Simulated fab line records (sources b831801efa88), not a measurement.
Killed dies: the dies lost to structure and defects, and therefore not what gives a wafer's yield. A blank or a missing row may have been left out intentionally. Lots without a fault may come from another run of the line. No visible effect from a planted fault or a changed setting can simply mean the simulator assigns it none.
8D (eight disciplines) problem report, filled in by code / flow gf180mcu / the parts of the form that need people (team, actions taken, sign-off) are left out

## 1. WHAT IS WRONG
Wafers without a fault read 4.351e+12, standard deviation 4.5e+09; doseIonsCm2 at GF_VT_IMPLANT_IMPLANT_19 reads a mean of 4.610e+12 on 6 wafers belonging to 2 lots. Relative to the usual mean, that is a shift of +58 standard deviations.
First seen on wafer L847.4, day 9 21:28, on implanter-04. The record has a number at this step for 39 wafers belonging to 13 lots. By rule, "out" or "out of limits" means more than 4 standard deviations away from the usual mean. The other wafers with a number count as sound.

## 2. WHAT IT IS AND WHAT IT IS NOT
question=which readings at this step | is=doseIonsCm2 | is not=-
question=which lots | is=L847, L849 | is not=L833, L834, L836, L837, L838, L839, L843, L850, L853, L855, L856
question=which wafers of those lots | is=all that have a number | is not=-
question=read on which tools | is=implanter-04 | is not=implanter-01, implanter-03
question=when | is=from day 9 21:28 | is not=up to then (21 sound wafers); but 12 sound wafers of L850, L853, L855, L856 came after

## 3. THE SUSPECTS, EACH WITH WHAT RULES IT OUT
Counting: a tool stays on the suspect list if, at a process step up to the reading, it processed all lots that are out and no sound lot following the first of them.
- implanter-04 at GF_VT_IMPLANT_IMPLANT_19: kept. Every lot that is out went through it, starting with L847 (day 9 21:28), and after that it ran no sound lot; the last sound lot it ran before then is L843 (day 8 21:29). Its own readings are out on those wafers: doseIonsCm2.
Left after counting: implanter-04 at GF_VT_IMPLANT_IMPLANT_19.

## 4. THE CAUSE (what the simulator had put in)
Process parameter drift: implanter-04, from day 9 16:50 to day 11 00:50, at GF_VT_IMPLANT_IMPLANT_19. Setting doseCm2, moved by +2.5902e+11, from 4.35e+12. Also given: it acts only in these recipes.
This tool alone remained once counting was done.

## 5. THE CHAIN OF EFFECTS, in route order
Each row: a reading whose mean over the struck wafers that have a number lies more than 3 standard deviations from the usual. Scope: only readings with a usual standard deviation given in the record; hours: median across lots of the time from each lot's start at the first step in this table that gives one to its start at this step; sigmas: change in usual standard deviations.
hours=0; step=GF_VT_IMPLANT_IMPLANT_19; reading=doseIonsCm2; usual=4.351e+12; on struck wafers=4.610e+12; change=+2.593e+11; sigmas=+58
Its process steps:
- GF_VT_IMPLANT_IMPLANT_19
At these later measuring or inspecting steps, every struck wafer for which the step has a row has a number for every such reading, and none has moved that far: GF_VT_IMPLANT_RS_MEAS_49.

## 6. WHAT WOULD HAVE CAUGHT IT SOONER
The fault began at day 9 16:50; the first out-of-limits reading in this record came at day 9 21:28, 5 hours later.
